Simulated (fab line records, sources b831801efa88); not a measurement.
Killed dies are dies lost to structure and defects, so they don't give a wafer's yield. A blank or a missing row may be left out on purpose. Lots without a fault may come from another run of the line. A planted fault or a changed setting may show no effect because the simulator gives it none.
Chamber matching | flow sky130 | SKY_FIELD_ISO_ETCH_14 on rie_diel-01: 4 sister chambers
The step etches BARC in N2/H2, stops on SiO2, time 45.9 s, target depth 60 nm. 14 wafers are shown with their chamber, then 7 later ones without.

WAFERS WITH THEIR CHAMBER
wafer  | chamber | drypump_motor_current_A (A) | throttle_valve_pct (%) | h2_flow_sccm (sccm)
L642.1 | 1       | 5.8                         | 13.225                 | 199.5
L642.3 | 0       | 6.7                         | 13.219                 | 199.8
L642.6 | 1       | 5.8                         | 13.230                 | 200.2
L649.2 | 2       | 6.4                         | 13.222                 | 200.9
L649.4 | 3       | 5.9                         | 13.237                 | 199.6
L649.5 | 0       | 6.7                         | 13.221                 | 199.0
L650.1 | 3       | 5.9                         | 13.234                 | 199.6
L650.2 | 0       | 6.7                         | 13.219                 | 200.5
L650.4 | 2       | 6.4                         | 13.236                 | 200.3
L660.3 | 0       | 6.6                         | 13.216                 | 200.2
L660.4 | 3       | 6.0                         | 13.222                 | 199.3
L660.5 | 2       | 6.4                         | 13.225                 | 200.0
L661.1 | 1       | 5.8                         | 13.220                 | 199.6
L661.3 | 2       | 6.4                         | 13.214                 | 199.7

SIGNATURES (means of the wafers above)
reading                 | chamber 0 | chamber 1 | chamber 2 | chamber 3 | scatter within a chamber
drypump_motor_current_A | 6.675     | 5.800     | 6.400     | 5.933     | 0.0376
throttle_valve_pct      | 13.21875  | 13.22500  | 13.22425  | 13.23100  | 0.00661
h2_flow_sccm            | 199.875   | 199.767   | 200.225   | 199.500   | 0.49
Rule: a wafer's distance from a chamber is the root of the sum, over the readings, of the square of ((its reading less the chamber's mean) divided by the reading's scatter). The wafer belongs to the nearest chamber; if the next one is less than 2 further off, it can't be placed. The scatter: the root of (the sum of the squares of (reading less its chamber's mean) over the shown wafers, divided by (wafers less chambers)).

WAFERS WITHOUT THEIR CHAMBER
wafer  | drypump_motor_current_A (A) | throttle_valve_pct (%) | h2_flow_sccm (sccm)
L661.6 | 6.7                         | 13.234                 | 199.7
L662.1 | 5.8                         | 13.242                 | 200.6
L662.2 | 6.4                         | 13.228                 | 200.6
L662.4 | 6.7                         | 13.212                 | 199.4
L663.1 | 6.4                         | 13.223                 | 200.3
L663.2 | 6.0                         | 13.231                 | 200.6
L663.5 | 6.0                         | 13.225                 | 200.0

WHICH CHAMBER EACH WENT THROUGH
wafer  | from the rows above     | in truth
L661.6 | 0                       | 0
L662.1 | can't be placed: 1 or 3 | 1
L662.2 | 2                       | 2
L662.4 | 0                       | 0
L663.1 | 2                       | 2
L663.2 | 3                       | 3
L663.5 | 3                       | 3
Placed correctly: 6 of 7. Can't be placed from these rows: 1 (the true chamber is among the candidates in 1). Placed wrongly: 0.
